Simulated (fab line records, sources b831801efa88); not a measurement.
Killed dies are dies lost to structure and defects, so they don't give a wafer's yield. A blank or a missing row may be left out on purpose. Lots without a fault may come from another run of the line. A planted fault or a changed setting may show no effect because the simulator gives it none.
Which tool did it? | flow sky130 | 12 lots, 36 wafers sampled, at 5 steps of a route of 708

WHAT THE GAUGES READ, wafer by wafer
SKY_SONOS_TUNNEL_CD_MEAS_07: target cd 410 nm. Usual: cd_nm 410.8 nm, standard deviation 1.9.
lot  | measured     | on        | cd_nm (nm)        | flag
L482 | day 11 08:31 | cd_sem-01 | 407.0 409.0 407.2 |
L483 | day 11 08:59 | cd_sem-02 | 411.6 410.5 411.7 |
L484 | day 12 00:31 | cd_sem-01 | 410.2 411.2 412.0 |
L488 | day 13 07:32 | cd_sem-01 | 410.9 411.2 412.2 |
L492 | day 14 18:02 | cd_sem-02 | 395.0 394.9 396.0 | OFF
L493 | day 14 20:55 | cd_sem-02 | 409.3 410.9 407.9 |
L495 | day 15 20:10 | cd_sem-01 | 410.2 406.9 410.1 |
L496 | day 16 06:23 | cd_sem-02 | 397.1 396.7 400.9 | OFF
L498 | day 16 20:33 | cd_sem-01 | 411.6 413.1 413.7 |
L503 | day 18 10:35 | cd_sem-02 | 410.1 411.0 413.4 |
L505 | day 19 03:32 | cd_sem-01 | 408.9 408.7 409.3 |
L504 | day 19 05:34 | cd_sem-01 | 410.1 408.8 409.2 |

SKY_SONOS_ONO_THK_MEAS_05. Usual: SONOS_ONO_CVD_04_THK 5.71 nm, standard deviation 0.12.
lot  | measured     | on            | SONOS_ONO_CVD_04_THK (nm) | flag
L482 | day 11 15:05 | film_metro-01 | 5.48 5.48 5.57            |
L483 | day 11 15:09 | film_metro-02 | 5.63 5.77 5.69            |
L484 | day 12 04:54 | film_metro-02 | 5.73 5.71 5.68            |
L488 | day 13 15:01 | film_metro-01 | 5.51 5.55 5.53            |
L492 | day 15 01:29 | film_metro-01 | 5.84 5.90 5.77            |
L493 | day 15 03:53 | film_metro-02 | 5.77 5.66 5.72            |
L495 | day 16 05:08 | film_metro-01 | 5.82 5.94 5.93            |
L496 | day 16 12:30 | film_metro-01 | 5.73 5.82 5.74            |
L498 | day 17 02:54 | film_metro-02 | 5.59 5.69 5.85            |
L503 | day 18 17:26 | film_metro-01 | 5.69 5.67 5.72            |
L505 | day 19 09:26 | film_metro-03 | 5.67 5.78 5.65            |
L504 | day 19 14:01 | film_metro-01 | 5.75 5.72 5.64            |

SKY_GATE_OXIDE_TW_MEAS_14. Usual: GATE_OXIDE_TW 226.9, standard deviation 2.5.
lot  | measured     | on            | GATE_OXIDE_TW     | flag
L482 | day 13 20:58 | film_metro-01 | 226.9 225.7 226.3 |
L483 | day 13 21:17 | film_metro-04 | 230.7 230.2 230.3 |
L484 | day 14 10:41 | film_metro-01 | 226.7 226.7 226.5 |
L488 | day 15 23:16 | film_metro-04 | 229.2 229.3 230.1 |
L492 | day 17 13:46 | film_metro-02 | 223.6 223.8 224.2 |
L493 | day 17 15:29 | film_metro-04 | 229.9 229.4 228.6 |
L495 | day 18 18:50 | film_metro-04 | 229.7 228.5 229.9 |
L496 | day 19 01:43 | film_metro-02 | 224.6 224.3 223.6 |
L498 | day 19 16:43 | film_metro-02 | 224.4 225.1 224.4 |
L503 | day 21 11:17 | film_metro-01 | 226.6 226.7 227.4 |
L505 | day 22 00:13 | film_metro-04 | 229.6 230.3 228.6 |
L504 | day 22 04:27 | film_metro-04 | 228.8 229.6 229.1 |

WHICH TOOL RAN EACH LOT (tool, then ch and the chambers of the sampled wafers, then the start)
lot  | SKY_SONOS_TUNNEL_DEVELOP_06       | SKY_SONOS_ONO_STRIP_17
L482 | litho_track-04 ch 0, day 11 08:22 | plasma_asher-01 ch 0,1, day 12 15:58
L483 | litho_track-02 ch 0, day 11 08:51 | plasma_asher-04 ch 0,1, day 12 16:07
L484 | litho_track-02 ch 0, day 12 00:23 | plasma_asher-04 ch 0,1, day 13 06:01
L488 | litho_track-02 ch 0, day 13 07:23 | plasma_asher-02 ch 0,1, day 14 17:19
L492 | litho_track-02 ch 0, day 14 17:54 | plasma_asher-04 ch 0,1, day 16 05:51
L493 | litho_track-04 ch 0, day 14 20:46 | plasma_asher-02 ch 0,1, day 16 07:31
L495 | litho_track-01 ch 0, day 15 20:01 | plasma_asher-04 ch 0,1, day 17 09:52
L496 | litho_track-02 ch 0, day 16 06:15 | plasma_asher-04 ch 0,1, day 17 16:19
L498 | litho_track-04 ch 0, day 16 20:25 | plasma_asher-02 ch 0,1, day 18 07:28
L503 | litho_track-04 ch 0, day 18 10:26 | plasma_asher-01 ch 0,1, day 19 23:50
L505 | litho_track-04 ch 0, day 19 03:23 | plasma_asher-01 ch 0,1, day 20 15:52
L504 | litho_track-04 ch 0, day 19 05:25 | plasma_asher-02 ch 0,1, day 20 20:28
- SKY_SONOS_TUNNEL_DEVELOP_06: develop time 60 s.
- SKY_SONOS_ONO_STRIP_17: strips in O2/N2.

WHAT THE TOOLS THEMSELVES READ (means of the sampled wafers that have a number; where no wafer has one, the mark that the record gives instead)
SKY_SONOS_TUNNEL_DEVELOP_06. Usual: chill_plate_temp_C 23.00 C, standard deviation 0.11.
lot  | tool           | chill_plate_temp_C (C) | flag
L482 | litho_track-04 | 23.02                  |
L483 | litho_track-02 | 23.00                  |
L484 | litho_track-02 | 23.09                  |
L488 | litho_track-02 | 23.03                  |
L492 | litho_track-02 | 23.15                  |
L493 | litho_track-04 | 22.92                  |
L495 | litho_track-01 | 22.82                  |
L496 | litho_track-02 | 22.97                  |
L498 | litho_track-04 | 22.97                  |
L503 | litho_track-04 | 22.90                  |
L505 | litho_track-04 | 22.95                  |
L504 | litho_track-04 | 22.95                  |

SKY_SONOS_ONO_STRIP_17. Usual: drypump_motor_current_A 5.8 A, standard deviation 0.41; oes_product_au 0.710 a.u., standard deviation 0.0047; strip_time_to_endpoint_s 14.09 s, standard deviation 0.04.
lot  | tool            | drypump_motor_current_A (A) | oes_product_au (a.u.) | strip_time_to_endpoint_s (s) | flag
L482 | plasma_asher-01 | 6.2                         | 0.710                 | 14.12                        |
L483 | plasma_asher-04 | 5.7                         | 0.707                 | 14.10                        |
L484 | plasma_asher-04 | 5.6                         | 0.709                 | 14.14                        |
L488 | plasma_asher-02 | 5.5                         | 0.707                 | 14.07                        |
L492 | plasma_asher-04 | 5.7                         | 0.713                 | 14.09                        |
L493 | plasma_asher-02 | 5.8                         | 0.708                 | 14.07                        |
L495 | plasma_asher-04 | 5.7                         | 0.711                 | 14.07                        |
L496 | plasma_asher-04 | 5.7                         | 0.712                 | 14.07                        |
L498 | plasma_asher-02 | 5.8                         | 0.712                 | 14.02                        |
L503 | plasma_asher-01 | 6.2                         | 0.709                 | 14.06                        |
L505 | plasma_asher-01 | 6.3                         | 0.707                 | 14.06                        |
L504 | plasma_asher-02 | 5.8                         | 0.711                 | 14.06                        |

THE ANSWER, worked out from the rows above alone
Rule: a lot is off if the mean of its wafers that have a number lies more than 3 standard deviations from the usual mean. A lot without any number at a reading at which 4 lots or more have one is off too. The other lots that the step has rows for count as sound. The gauges are gone through in route order, then the tools' own readings, and for those a lot's mean is taken as printed above. The first step at which some lot is off is used, and at that step the reading that is off furthest; a lot without a number counts as furthest.
Off: L492, L496, at SKY_SONOS_TUNNEL_CD_MEAS_07 (cd_nm).
A tool fits if, at a process step before that reading, it ran every lot that is off, and no sound lot after the first of them. The gauges at SKY_SONOS_TUNNEL_CD_MEAS_07 are tried like those tools. One fits: litho_track-02 at SKY_SONOS_TUNNEL_DEVELOP_06. Its last sound lot is L488 (day 13 07:23), its first lot that is off L492 (day 14 17:54): a fault that began between those two fits.

WHAT THE SIMULATOR HAD PUT IN
Process parameter drift: litho_track-02, from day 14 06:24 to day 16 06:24, at SKY_SONOS_TUNNEL_DEVELOP_06. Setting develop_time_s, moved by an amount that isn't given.
Lots struck among those shown: L492, L496. The rule above found the same.
